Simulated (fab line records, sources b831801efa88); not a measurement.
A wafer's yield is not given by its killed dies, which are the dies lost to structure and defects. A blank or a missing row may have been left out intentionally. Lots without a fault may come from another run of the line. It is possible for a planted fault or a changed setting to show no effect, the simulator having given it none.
Which of the tools did it?	flow gf180mcu	11 lots, 33 wafers sampled, at 6 steps of a route of 602

WHAT THE GAUGES SHOWED, per wafer
GF_V1_BOW_MEAS_05.
lot	measured	on	V1_BOW (um)
L165	day 17 20:26	film metro-03	86 86 104
L168	day 18 12:52	film metro-04	85 83 88
L169	day 19 05:23	film metro-01	91 80 75
L170	day 19 10:05	film metro-04	71 86 75
L174	day 21 05:01	film metro-04	82 77 74
L176	day 22 10:25	film metro-04	89 80 82
L178	day 23 01:34	film metro-03	78 64 85
L182	day 23 17:42	film metro-03	86 88 80
L185	day 24 16:05	film metro-01	95 103 89
L186	day 24 22:35	film metro-03	80 77 87
L187	day 25 02:47	film metro-03	86 88 85

GF_V2_BOW_MEAS_05.
lot	measured	on	V2_BOW (um)
L165	day 19 22:49	film metro-02	104 105 121
L168	day 20 16:10	film metro-02	106 103 108
L169	day 21 08:20	film metro-02	106 98 93
L170	day 21 13:22	film metro-04	89 104 93
L174	day 23 07:23	film metro-01	100 96 92
L176	day 24 10:58	film metro-02	109 100 100
L178	day 25 01:58	film metro-01	94 81 104
L182	day 25 16:16	film metro-02	100 103 96
L185	day 26 12:23	film metro-04	110 117 104
L186	day 26 19:20	film metro-02	99 97 106
L187	day 26 23:13	film metro-02	108 108 106

GF_V2_RS_MEAS_24: the measuring method here is four-point-probe.
lot	measured	on	V2_W_RS (ohm/sq)
L165	day 20 23:31	film metro-04	0.335 0.340 0.336
L168	day 21 17:01	film metro-02	0.335 0.341 0.338
L169	day 22 09:06	film metro-02	0.335 0.329 0.333
L170	day 22 14:25	film metro-04	0.327 0.325 0.326
L174	day 24 06:31	film metro-01	0.333 0.335 0.335
L176	day 25 09:42	film metro-01	0.332 0.335 0.337
L178	day 25 23:34	film metro-02	0.333 0.335 0.337
L182	day 26 14:05	film metro-01	0.336 0.325 0.331
L185	day 27 09:40	film metro-02	0.329 0.371 0.324
L186	day 27 16:29	film metro-02	0.332 0.330 0.334
L187	day 27 20:20	film metro-04	0.326 0.382 0.339

GF_V2_THK_MEAS_25: measures by xrf.
lot	measured	on	V2_W_THK (nm)
L165	day 20 23:38	film metro-04	345 340 345
L168	day 21 17:06	film metro-02	347 342 346
L169	day 22 09:12	film metro-02	346 350 347
L170	day 22 14:32	film metro-04	350 356 354
L174	day 24 06:38	film metro-01	349 346 346
L176	day 25 09:49	film metro-01	353 350 345
L178	day 25 23:40	film metro-02	352 349 348
L182	day 26 14:13	film metro-01	344 355 350
L185	day 27 09:47	film metro-02	357 312 357
L186	day 27 16:37	film metro-02	350 352 350
L187	day 27 20:26	film metro-04	356 304 345

EACH LOT AND THE TOOL THAT RAN IT (in order: tool; ch and the chambers of the sampled wafers; start)
lot	GF_V2_CMP_04	GF_V2_CVD_23
L165	cmp-02 ch 0,3, day 19 22:31	cvd w-01 ch 1, day 20 23:24
L168	cmp-02 ch 0,3, day 20 15:51	cvd w-01 ch 0,1, day 21 16:53
L169	cmp-01 ch 0,1,3, day 21 08:03	cvd w-01 ch 0,1, day 22 08:59
L170	cmp-01 ch 1,2, day 21 13:04	cvd w-02 ch 0,1, day 22 14:18
L174	cmp-01 ch 0,2,3, day 23 07:14	cvd w-01 ch 0,1, day 24 06:25
L176	cmp-01 ch 0,2, day 24 10:42	cvd w-01 ch 1, day 25 09:34
L178	cmp-01 ch 0,1,2, day 25 01:38	cvd w-01 ch 0,1, day 25 23:26
L182	cmp-02 ch 1,2, day 25 15:58	cvd w-02 ch 0,1, day 26 13:59
L185	cmp-01 ch 1,3, day 26 12:07	cvd w-02 ch 0,1, day 27 09:32
L186	cmp-01 ch 1,2,3, day 26 19:07	cvd w-01 ch 0,1, day 27 16:23
L187	cmp-02 ch 1,2,3, day 26 22:55	cvd w-02 ch 0,1, day 27 20:14
- GF_V2_CMP_04: polishes SiO2.
- GF_V2_CVD_23: deposits W, target thk 350 nm, time 104.94 s.

WHAT THE TOOLS THEMSELVES READ (means of the sampled wafers that have a number; where no wafer has one, the mark that the record gives instead)
GF_V2_CMP_04.
lot	tool	motor current A (A)	time to endpoint s (s)
L165	cmp-02	13.5	74
L168	cmp-02	13.7	74
L169	cmp-01	11.6	79
L170	cmp-01	13.0	73
L174	cmp-01	12.1	81
L176	cmp-01	14.0	85
L178	cmp-01	13.4	85
L182	cmp-02	10.9	79
L185	cmp-01	10.6	79
L186	cmp-01	12.2	81
L187	cmp-02	11.8	82

GF_V2_CVD_23.
lot	tool	heater power outer w (W)	heater power w (W)
L165	cvd w-01	534	862
L168	cvd w-01	527	851
L169	cvd w-01	522	852
L170	cvd w-02	533	873
L174	cvd w-01	522	833
L176	cvd w-01	542	883
L178	cvd w-01	520	831
L182	cvd w-02	531	884
L185	cvd w-02	549	880
L186	cvd w-01	542	861
L187	cvd w-02	536	890

THE ANSWER, worked out from the rows above alone
Rule: the lots themselves supply what counts as usual. Put in order of their means at a reading, lots are off if they are a third of the lots or fewer, leave a main group of 4 or more, and stand apart from it by a gap of 3 or more times the standard deviation of the main group's means; of several such gaps the widest counts. Not used: any main group whose means are identical at the precision the tables above print for the reading. A lot without any number at a reading at which 4 lots or more have one is off too. Any other lot the step has rows for is counted as sound. First the gauges in route order, then the tools' own readings, where a lot's mean is used as printed above. The first step at which some lot is off is used, and at that step the reading that is off furthest; a lot without a number counts as furthest.
No lot is off on any of the readings shown, so nothing can be concluded from this.

WHAT THE SIMULATOR PUT IN
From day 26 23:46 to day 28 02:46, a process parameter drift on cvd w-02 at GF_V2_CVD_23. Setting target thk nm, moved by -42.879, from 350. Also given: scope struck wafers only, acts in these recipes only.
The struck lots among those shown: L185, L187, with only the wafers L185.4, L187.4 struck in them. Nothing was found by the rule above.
